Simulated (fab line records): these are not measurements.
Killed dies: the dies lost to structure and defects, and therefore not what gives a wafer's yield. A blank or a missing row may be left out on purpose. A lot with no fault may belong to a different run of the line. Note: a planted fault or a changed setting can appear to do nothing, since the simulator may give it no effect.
fab line records | flow sky130
record: lots: 11 | wafers: 33 | lastDay: 50
route steps=708 shown FIELD_ISO@26 PWDE@53 VT_ADJUST_LVTN@107 PAD_OPEN@708
lots that met no fault: from a run of the same line without faults
startH: hours from the record's opening day to when the first of the lot's shown wafers began | waitH: hours elapsed since this lot's preceding step | " the same as in the row above | L1.1+2: a row that stands for several wafers | - either no value or no given start | * or withheld: withheld | < > ~ a bound
route shown NAME@n: a module of which the file shows steps, and the number in the route of the first | usual: the fault-free wafers' mean and standard deviation | same: alike in all rows | chamber/n: place in a boat | sites: each site's reading | _std_site: the values' standard deviation | _edge_site: inner sites' mean taken away from outer sites' mean | radiusMm: how far each site lies from the wafer's centre | mask NAME#n: copy n | behind: the last tool/chamber to shape the wafer | hold: why the lot went on hold/how many hours it stayed there/how the hold came to an end | device: the transistor (n, p or np) that didn't switch | end of line: at the end of the route, the tests of the same wafers | a step without rows: its recipe alone | killed: at the first sort, the dies lost to defects and structure; wafer yield is something else | map: dies across one wafer; x = killed, . = not, _ = none there
set.NAME: the run value of the setting; set.NAME@STEP: its run value at that earlier step | model.NAME: the simulator's own value behind a step, which no gauge read
route steps across a sampled set of lots; one table per step, one row per wafer
services: a tool's chamber out of use, with start hour (startH, from the record's first day; less than 0 if before it), hours out, and reason
== steps ==
step: SKY_FIELD_ISO_THK_MEAS_25
recipe: reads: SiO2_of_FIELD_ISO_CVD_24
usual: FIELD_ISO_CVD_24_THK: 594/7.5
lot.wafer | tool         | chamber | startH | waitH | FIELD_ISO_CVD_24_THK[nm]
L528.3    | filmMetro-02 | -       | 32.63  | 0.1   | 587
L528.5    | "            | -       | "      | "     | 595
L528.6    | "            | -       | "      | "     | 590
L529.1    | filmMetro-02 | -       | 37.82  | 0.0   | 588
L529.2    | "            | -       | "      | "     | 602
L529.5    | "            | -       | "      | "     | 601
L534.2    | filmMetro-03 | -       | 65.87  | 0.0   | 591
L534.3    | "            | -       | "      | "     | 597
L534.6    | "            | -       | "      | "     | 591
L535.1    | filmMetro-01 | -       | 68.64  | 0.0   | 589
L535.4    | "            | -       | "      | "     | 588
L535.6    | "            | -       | "      | "     | 599
L537.1    | filmMetro-01 | -       | 78.30  | 0.0   | 582
L537.2    | "            | -       | "      | "     | 594
L537.5    | "            | -       | "      | "     | 583
L540.3    | filmMetro-03 | -       | 94.26  | 0.1   | 595
L540.4    | "            | -       | "      | "     | 597
L540.6    | "            | -       | "      | "     | 599
L542.1    | filmMetro-01 | -       | 107.10 | 0.0   | 596
L542.2    | "            | -       | "      | "     | 597
L542.5    | "            | -       | "      | "     | 599
L546.2    | filmMetro-01 | -       | 125.41 | 0.0   | 600
L546.5    | "            | -       | "      | "     | 599
L546.6    | "            | -       | "      | "     | 601
L548.2    | filmMetro-03 | -       | 138.97 | 0.0   | 593
L548.3    | "            | -       | "      | "     | 585
L548.4    | "            | -       | "      | "     | 589
L550.3    | filmMetro-03 | -       | 152.99 | 0.1   | 587
L550.4    | "            | -       | "      | "     | 584
L550.5    | "            | -       | "      | "     | 583
L551.2    | filmMetro-02 | -       | 153.09 | 0.1   | 608
L551.3    | "            | -       | "      | "     | 600
L551.4    | "            | -       | "      | "     | 604
step: SKY_PWDE_IMPLANT_08
recipe: species: B | energyKev: 150 | doseCm2: 3.6e+12 | tiltDeg: withheld
usual: beamEnergyKeV: 149.99/0.044 | doseIonsCm2: 3.6e+12/4.5e+09 | faradayCurrentUA: 20.3/0.45
lot.wafer | tool         | chamber | startH | waitH | beamEnergyKeV | doseIonsCm2 | faradayCurrentUA
L528.3    | implanter-04 | 0       | 70.71  | 0.1   | 150.01        | 3.609e+12   | 20.6
L528.5    | "            | 0       | "      | "     | 149.97        | 3.606e+12   | 20.8
L528.6    | "            | 0       | "      | "     | 149.99        | 3.602e+12   | 20.5
L529.1    | implanter-02 | 0       | 78.92  | 0.0   | 149.96        | 3.603e+12   | 19.7
L529.2    | "            | 0       | "      | "     | 149.98        | 3.603e+12   | 20.6
L529.5    | "            | 0       | "      | "     | 149.99        | 3.603e+12   | 20.7
L534.2    | implanter-04 | 0       | 106.13 | 0.0   | 150.05        | 3.603e+12   | 20.3
L534.3    | "            | 0       | "      | "     | 150.00        | 3.608e+12   | 20.0
L534.6    | "            | 0       | "      | "     | 149.95        | 3.602e+12   | 18.6
L535.1    | implanter-04 | 0       | 108.91 | 0.0   | 150.00        | 3.595e+12   | 20.3
L535.4    | "            | 0       | "      | "     | 149.95        | 3.594e+12   | 20.7
L535.6    | "            | 0       | "      | "     | 149.96        | 3.593e+12   | 20.2
L537.1    | implanter-04 | 0       | 119.25 | 0.0   | 149.97        | 3.832e+12   | 21.6
L537.2    | "            | 0       | "      | "     | 150.00        | 3.828e+12   | 22.4
L537.5    | "            | 0       | "      | "     | 150.03        | 3.833e+12   | 21.3
L540.3    | implanter-04 | 0       | 136.22 | 0.1   | 150.02        | 3.833e+12   | 21.1
L540.4    | "            | 0       | "      | "     | 149.95        | 3.832e+12   | 21.2
L540.6    | "            | 0       | "      | "     | 149.95        | 3.83e+12    | 21.8
L542.1    | implanter-02 | 0       | 152.17 | 0.0   | 150.02        | 3.603e+12   | 20.1
L542.2    | "            | 0       | "      | "     | 149.97        | 3.602e+12   | 21.0
L542.5    | "            | 0       | "      | "     | 150.03        | 3.598e+12   | 20.4
L546.2    | implanter-02 | 0       | 172.70 | 0.1   | 150.07        | 3.6e+12     | 19.9
L546.5    | "            | 0       | "      | "     | 149.98        | 3.603e+12   | 20.6
L546.6    | "            | 0       | "      | "     | 150.03        | 3.602e+12   | 19.8
L548.2    | implanter-01 | 0       | 184.03 | 0.0   | 149.98        | 3.609e+12   | 19.9
L548.3    | "            | 0       | "      | "     | 149.97        | 3.602e+12   | 20.8
L548.4    | "            | 0       | "      | "     | 149.94        | 3.603e+12   | 20.7
L550.3    | implanter-02 | 0       | 202.10 | 0.1   | 149.94        | 3.588e+12   | 20.2
L550.4    | "            | 0       | "      | "     | 150.03        | 3.592e+12   | 20.2
L550.5    | "            | 0       | "      | "     | 150.00        | 3.596e+12   | 20.2
L551.2    | implanter-01 | 0       | 202.83 | 0.0   | 150.00        | 3.602e+12   | 20.4
L551.3    | "            | 0       | "      | "     | 149.93        | 3.605e+12   | 20.0
L551.4    | "            | 0       | "      | "     | 149.91        | 3.602e+12   | 19.6
step: SKY_PWDE_STRIP_09
recipe: chemistry: O2/N2 | powerW: 1400 | pressureMtorr: 1500 | platenTempC: withheld | o2FlowSccm: 3000 | n2FlowSccm: 300 | overashFraction: 0.5
usual: drypumpMotorCurrentA: 5.72/0.21 | oesProductAu: 0.722/0.0045 | stripTimeToEndpointS: 36.97/0.12
same: overashFraction: 0.5
lot.wafer | tool           | chamber | startH | waitH | drypumpMotorCurrentA | oesProductAu | rfHoursCounterH | stripTimeToEndpointS
L528.3    | plasmaAsher-01 | 0       | 70.84  | 0.1   | 5.60                 | 0.724        | -               | 36.73
L528.5    | "              | 0       | "      | "     | 5.61                 | 0.727        | -               | 36.68
L528.6    | "              | 1       | "      | "     | 5.84                 | 0.721        | -               | 36.81
L529.1    | plasmaAsher-01 | 1       | 79.07  | 0.1   | 5.87                 | 0.718        | 38              | 37.09
L529.2    | "              | 0       | "      | "     | 5.59                 | 0.726        | 38              | 37.16
L529.5    | "              | 1       | "      | "     | 5.87                 | 0.729        | -               | 37.13
L534.2    | plasmaAsher-01 | 0       | 106.26 | 0.1   | 5.59                 | 0.728        | 41              | 36.95
L534.3    | "              | 0       | "      | "     | 5.61                 | 0.728        | -               | 37.08
L534.6    | "              | 1       | "      | "     | 5.84                 | 0.723        | -               | 36.93
L535.1    | plasmaAsher-01 | 1       | 109.06 | 0.1   | 5.85                 | 0.723        | 41              | 37.18
L535.4    | "              | 0       | "      | "     | 5.61                 | 0.720        | -               | 37.02
L535.6    | "              | 0       | "      | "     | 5.60                 | 0.722        | -               | 37.05
L537.1    | plasmaAsher-02 | 1       | 119.40 | 0.1   | 5.49                 | 0.727        | 0               | 37.05
L537.2    | "              | 0       | "      | "     | 5.64                 | 0.716        | 0               | 37.10
L537.5    | "              | 0       | "      | "     | 5.63                 | 0.724        | -               | 37.26
L540.3    | plasmaAsher-02 | 1       | 136.35 | 0.1   | 5.50                 | 0.724        | -               | 36.96
L540.4    | "              | 0       | "      | "     | 5.62                 | 0.726        | -               | 37.06
L540.6    | "              | 1       | "      | "     | 5.50                 | 0.723        | -               | 36.91
L542.1    | plasmaAsher-02 | 1       | 152.32 | 0.1   | 5.49                 | 0.725        | 4               | 36.91
L542.2    | "              | 0       | "      | "     | 5.62                 | 0.725        | 4               | 36.73
L542.5    | "              | 0       | "      | "     | 5.66                 | 0.717        | -               | 36.92
L546.2    | plasmaAsher-01 | 1       | 172.82 | 0.1   | 5.81                 | 0.723        | 49              | 36.84
L546.5    | "              | 1       | "      | "     | 5.86                 | 0.715        | -               | 36.93
L546.6    | "              | 0       | "      | "     | 5.61                 | 0.724        | -               | 36.88
L548.2    | plasmaAsher-02 | 0       | 184.16 | 0.1   | 5.63                 | 0.723        | 7               | 36.87
L548.3    | "              | 1       | "      | "     | 5.48                 | 0.718        | -               | 36.90
L548.4    | "              | 0       | "      | "     | 5.63                 | 0.731        | -               | 36.86
L550.3    | plasmaAsher-04 | 1       | 202.23 | 0.1   | 5.80                 | 0.719        | -               | 36.88
L550.4    | "              | 0       | "      | "     | 6.23                 | 0.722        | -               | 36.92
L550.5    | "              | 0       | "      | "     | 6.23                 | 0.719        | -               | 36.77
L551.2    | plasmaAsher-02 | 0       | 202.96 | 0.1   | 5.64                 | 0.716        | 9               | 37.03
L551.3    | "              | 0       | "      | "     | 5.61                 | 0.716        | -               | 37.02
L551.4    | "              | 1       | "      | "     | 5.49                 | 0.727        | -               | 36.99
step: SKY_PWDE_TW_MEAS_10
usual: PWDE_TW: 377.0/2.1
lot.wafer | tool         | chamber | startH | waitH | PWDE_TW
L528.3    | filmMetro-04 | -       | 70.93  | 0.1   | 376.5
L528.5    | "            | -       | "      | "     | 376.2
L528.6    | "            | -       | "      | "     | 377.5
L529.1    | filmMetro-01 | -       | 79.17  | 0.1   | 379.9
L529.2    | "            | -       | "      | "     | 381.6
L529.5    | "            | -       | "      | "     | 380.4
L534.2    | filmMetro-01 | -       | 106.37 | 0.1   | 377.1
L534.3    | "            | -       | "      | "     | 379.5
L534.6    | "            | -       | "      | "     | 378.8
L535.1    | filmMetro-03 | -       | 109.16 | 0.1   | 373.1
L535.4    | "            | -       | "      | "     | 374.1
L535.6    | "            | -       | "      | "     | 374.6
L537.1    | filmMetro-01 | -       | 119.50 | 0.1   | 383.5
L537.2    | "            | -       | "      | "     | 383.5
L537.5    | "            | -       | "      | "     | 383.9
L540.3    | filmMetro-04 | -       | 136.44 | 0.1   | 382.7
L540.4    | "            | -       | "      | "     | 381.6
L540.6    | "            | -       | "      | "     | 384.1
L542.1    | filmMetro-04 | -       | 152.42 | 0.1   | 374.2
L542.2    | "            | -       | "      | "     | 374.5
L542.5    | "            | -       | "      | "     | 374.7
L546.2    | filmMetro-04 | -       | 172.93 | 0.1   | 378.1
L546.5    | "            | -       | "      | "     | 376.1
L546.6    | "            | -       | "      | "     | 375.1
L548.2    | filmMetro-04 | -       | 184.27 | 0.1   | 375.5
L548.3    | "            | -       | "      | "     | 376.2
L548.4    | "            | -       | "      | "     | 375.2
L550.3    | filmMetro-03 | -       | 202.32 | 0.1   | 376.3
L550.4    | "            | -       | "      | "     | 377.5
L550.5    | "            | -       | "      | "     | 377.5
L551.2    | filmMetro-01 | -       | 203.07 | 0.1   | 379.3
L551.3    | "            | -       | "      | "     | 379.4
L551.4    | "            | -       | "      | "     | 379.5
step: SKY_NWELL_RS_MEAS_31
recipe: thkMeasGauge: four-point-probe
usual: PWDE_RS: 5282/20
lot.wafer | tool         | chamber | startH | waitH | PWDE_RS[ohm/sq]
L528.3    | filmMetro-01 | -       | 106.08 | 0.1   | 5277
L528.5    | "            | -       | "      | "     | 5276
L528.6    | "            | -       | "      | "     | 5283
L529.1    | filmMetro-01 | -       | 116.89 | 0.1   | 5273
L529.2    | "            | -       | "      | "     | 5256
L529.5    | "            | -       | "      | "     | 5273
L534.2    | filmMetro-03 | -       | 144.74 | 0.1   | 5322
L534.3    | "            | -       | "      | "     | 5290
L534.6    | "            | -       | "      | "     | 5283
L535.1    | filmMetro-04 | -       | 148.02 | 0.1   | 5287
L535.4    | "            | -       | "      | "     | 5288
L535.6    | "            | -       | "      | "     | 5291
L537.1    | filmMetro-03 | -       | 158.89 | 0.1   | 5044
L537.2    | "            | -       | "      | "     | 5045
L537.5    | "            | -       | "      | "     | 5050
L540.3    | filmMetro-01 | -       | 177.71 | 0.1   | 5027
L540.4    | "            | -       | "      | "     | 5033
L540.6    | "            | -       | "      | "     | 5036
L542.1    | filmMetro-01 | -       | 193.90 | 0.1   | 5300
L542.2    | "            | -       | "      | "     | 5288
L542.5    | "            | -       | "      | "     | 5285
L546.2    | filmMetro-03 | -       | 216.31 | 0.1   | 5253
L546.5    | "            | -       | "      | "     | 5269
L546.6    | "            | -       | "      | "     | 5261
L548.2    | filmMetro-03 | -       | 228.77 | 0.1   | 5261
L548.3    | "            | -       | "      | "     | 5267
L548.4    | "            | -       | "      | "     | 5273
L550.3    | filmMetro-03 | -       | 249.43 | 0.1   | 5278
L550.4    | "            | -       | "      | "     | 5267
L550.5    | "            | -       | "      | "     | 5274
L551.2    | filmMetro-01 | -       | 250.34 | 0.1   | 5291
L551.3    | "            | -       | "      | "     | 5283
L551.4    | "            | -       | "      | "     | 5279
step: SKY_VT_ADJUST_LVTN_TW_MEAS_10
usual: VT_ADJUST_LVTN_TW: 242.2/1.7
lot.wafer | tool         | chamber | startH | waitH | VT_ADJUST_LVTN_TW
L528.3    | filmMetro-01 | -       | 143.56 | 0.1   | 243.5
L528.5    | "            | -       | "      | "     | 242.0
L528.6    | "            | -       | "      | "     | 243.2
L529.1    | filmMetro-04 | -       | 155.36 | 0.1   | 242.7
L529.2    | "            | -       | "      | "     | 242.0
L529.5    | "            | -       | "      | "     | 243.3
L534.2    | filmMetro-01 | -       | 185.66 | 0.1   | 245.0
L534.3    | "            | -       | "      | "     | 244.8
L534.6    | "            | -       | "      | "     | 244.0
L535.1    | filmMetro-02 | -       | 189.76 | 0.1   | 242.0
L535.4    | "            | -       | "      | "     | 241.9
L535.6    | "            | -       | "      | "     | 242.0
L537.1    | filmMetro-04 | -       | 201.71 | 0.1   | 243.7
L537.2    | "            | -       | "      | "     | 244.0
L537.5    | "            | -       | "      | "     | 243.9
L540.3    | filmMetro-04 | -       | 221.56 | 0.1   | 242.0
L540.4    | "            | -       | "      | "     | 241.9
L540.6    | "            | -       | "      | "     | 242.0
L542.1    | filmMetro-02 | -       | 238.75 | 0.1   | 240.5
L542.2    | "            | -       | "      | "     | 242.4
L542.5    | "            | -       | "      | "     | 240.2
L546.2    | filmMetro-02 | -       | 262.00 | 0.1   | 241.1
L546.5    | "            | -       | "      | "     | 241.9
L546.6    | "            | -       | "      | "     | 241.9
L548.2    | filmMetro-04 | -       | 275.02 | 0.1   | 242.9
L548.3    | "            | -       | "      | "     | 243.7
L548.4    | "            | -       | "      | "     | 243.5
L550.3    | filmMetro-02 | -       | 297.06 | 0.1   | 241.5
L550.4    | "            | -       | "      | "     | 239.7
L550.5    | "            | -       | "      | "     | 241.0
L551.2    | filmMetro-04 | -       | 299.47 | 0.1   | 243.0
L551.3    | "            | -       | "      | "     | 242.2
L551.4    | "            | -       | "      | "     | 242.2
step: SKY_PAD_OPEN_PROBE_99
usual: killed_at_M0_to_M3: 43/7 | killed_at_M4_up: 3.3/1.8 | killedAtContacts: 24/6.2 | killedAtFrontEnd: 16/4.7 | killedAtOther: 0.4/0.58 | killedDies: 87/10 | killedOpen: 47/6.4 | killedShort: 39/7
same: grossDies: 492 | killedAtBackSide: 0
lot.wafer | tool      | chamber | startH  | waitH | killed_at_M0_to_M3 | killed_at_M4_up | killedAtContacts | killedAtFrontEnd | killedAtOther | killedDies | killedOpen | killedShort
L535.1    | prober-02 | -       | 1121.78 | 0.1   | 41                 | 1               | 33               | 14               | 0             | 89         | 51         | 38
L535.4    | prober-02 | -       | 1121.93 | 0.2   | 33                 | 3               | 30               | 21               | 0             | 87         | 45         | 42
L535.6    | prober-02 | -       | 1122.03 | 0.2   | 38                 | 1               | 33               | 16               | 0             | 88         | 49         | 39
L540.3    | prober-02 | -       | 1154.78 | 0.2   | 42                 | 4               | 17               | 20               | 0             | 83         | 43         | 40
L540.4    | prober-02 | -       | 1154.83 | 0.2   | 33                 | 0               | 31               | 15               | 1             | 80         | 37         | 43
L540.6    | prober-02 | -       | 1154.93 | 0.2   | 45                 | 1               | 24               | 15               | 2             | 87         | 44         | 43
L546.2    | prober-02 | -       | 1179.70 | 0.1   | 49                 | 2               | 31               | 16               | 1             | 99         | 57         | 41
L546.5    | prober-02 | -       | 1179.85 | 0.2   | 45                 | 3               | 30               | 10               | 1             | 89         | 48         | 41
L546.6    | prober-02 | -       | 1179.90 | 0.2   | 49                 | 2               | 30               | 13               | 0             | 94         | 45         | 49
killed by level:class
L535.1 CONTACT:geometricParticle:open=16 VIA1:geometricParticle:open=12 CONTACT:geometricParticle:short=7 VIA2:geometricParticle:open=6 METAL1:geometricParticle:short=6 FIELD_ISO:geometricParticle:short=5 LOCAL_INTERCONNECT:geometricParticle:short=5 LI_CONTACT:geometricParticle:open=4
L535.4 LI_CONTACT:geometricParticle:open=8 CONTACT:geometricParticle:open=8 VIA3:geometricParticle:open=8 CONTACT:geometricParticle:short=7 VIA1:geometricParticle:open=6 FIELD_ISO:geometricParticle:short=5 VIA1:geometricParticle:short=5 METAL2:geometricParticle:short=5
L535.6 CONTACT:geometricParticle:open=11 METAL1:geometricParticle:short=9 VIA1:geometricParticle:open=9 CONTACT:geometricParticle:short=8 LI_CONTACT:geometricParticle:open=6 FIELD_ISO:geometricParticle:open=5 LOCAL_INTERCONNECT:geometricParticle:short=5 VIA2:geometricParticle:open=5
L540.3 METAL1:geometricParticle:short=11 LI_CONTACT:geometricParticle:open=7 POLY_GATE:geometricParticle:short=6 POLY_GATE:geometricParticle:open=6 VIA1:geometricParticle:short=6 VIA2:geometricParticle:open=6 VIA3:geometricParticle:open=6 FIELD_ISO:geometricParticle:short=5
L540.4 LI_CONTACT:geometricParticle:open=8 CONTACT:geometricParticle:short=8 METAL1:geometricParticle:short=8 CONTACT:geometricParticle:open=7 VIA1:geometricParticle:open=7 FIELD_ISO:geometricParticle:short=5 POLY_GATE:geometricParticle:short=5 VIA2:geometricParticle:open=5
L540.6 VIA2:geometricParticle:open=9 METAL1:geometricParticle:short=9 LI_CONTACT:geometricParticle:open=8 VIA2:geometricParticle:short=7 VIA1:geometricParticle:open=6 POLY_GATE:geometricParticle:open=5 LI_CONTACT:geometricParticle:short=4 LOCAL_INTERCONNECT:geometricParticle:short=4
L546.2 VIA1:geometricParticle:open=14 VIA2:geometricParticle:open=9 POLY_GATE:geometricParticle:open=7 LI_CONTACT:geometricParticle:open=7 LOCAL_INTERCONNECT:geometricParticle:short=7 CONTACT:geometricParticle:open=7 CONTACT:geometricParticle:short=7 VIA1:geometricParticle:short=6
L546.5 VIA1:geometricParticle:open=13 CONTACT:geometricParticle:open=8 LOCAL_INTERCONNECT:geometricParticle:short=7 LI_CONTACT:geometricParticle:open=7 VIA3:geometricParticle:open=7 VIA1:geometricParticle:short=7 CONTACT:geometricParticle:short=6 METAL2:geometricParticle:short=4
L546.6 CONTACT:geometricParticle:short=10 VIA2:geometricParticle:open=8 VIA1:geometricParticle:open=7 CONTACT:geometricParticle:open=7 VIA1:geometricParticle:short=7 POLY_GATE:geometricParticle:open=6 LI_CONTACT:geometricParticle:open=6 METAL1:geometricParticle:short=6
== services ==
tool           | chamber | startH | hours | kind
implanter-04   | -       | 89.61  | 1.2   | repair
implanter-02   | -       | 104.91 | 2.6   | repair
plasmaAsher-02 | -       | 108.75 | 9.0   | pm
plasmaAsher-02 | 0       | 108.75 | 9.0   | ventCycle
plasmaAsher-02 | 1       | 108.75 | 9.0   | ventCycle
plasmaAsher-02 | 0       | 117.75 | -     | clean
plasmaAsher-02 | 1       | 117.75 | -     | clean
implanter-04   | -       | 150.27 | 2.7   | repair
implanter-01   | -       | 158.88 | 19.7  | repair
implanter-02   | -       | 161.84 | 2.2   | repair
implanter-02   | -       | 168.39 | 3.4   | repair
implanter-04   | -       | 171.81 | 6.0   | pm
implanter-01   | -       | 178.56 | 5.0   | pm
implanter-02   | -       | 180.62 | 6.8   | pm
implanter-04   | -       | 198.64 | 3.1   | repair
== key ==
firstSign: step: SKY_PWDE_IMPLANT_08 | reading: doseIonsCm2 | direction: up | sigmas: 51 | usual: * | struck: *
effect: step: SKY_PWDE_IMPLANT_08 | reading: faradayCurrentUA | direction: up | sigmas: 2.8 | usual: 20.3 | struck: 21.6
effect: step: SKY_PWDE_TW_MEAS_10 | reading: PWDE_TW | direction: up | sigmas: 3 | usual: 377.0 | struck: 383.2
effect: step: SKY_NWELL_RS_MEAS_31 | reading: PWDE_RS | direction: down | sigmas: 12 | usual: 5282 | struck: 5039
metAt SKY_PWDE_IMPLANT_08
struckLots L537,L540
testerLeftOut L537,L540
notActingAt SKY_FIELD_ISO_THK_MEAS_25,SKY_PWDE_STRIP_09,SKY_VT_ADJUST_LVTN_TW_MEAS_10
onsetBetween 108.91 119.25
fault: kind: processParameterDrift | tool: implanter-04 | chamber: - | onsetH: 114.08 | steps: SKY_PWDE_IMPLANT_08 | channel: doseCm2 | offset: * | shape: step | endH: 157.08 | actsIn: * | stated: *
testerLeftOut: of these lots the tester's yield and bins aren't shown, on N5 and GAA mostly nor the transistor test; their killed dies are dies lost to structure and defects alone, not to doping, threshold or leakage, so they don't give the yield
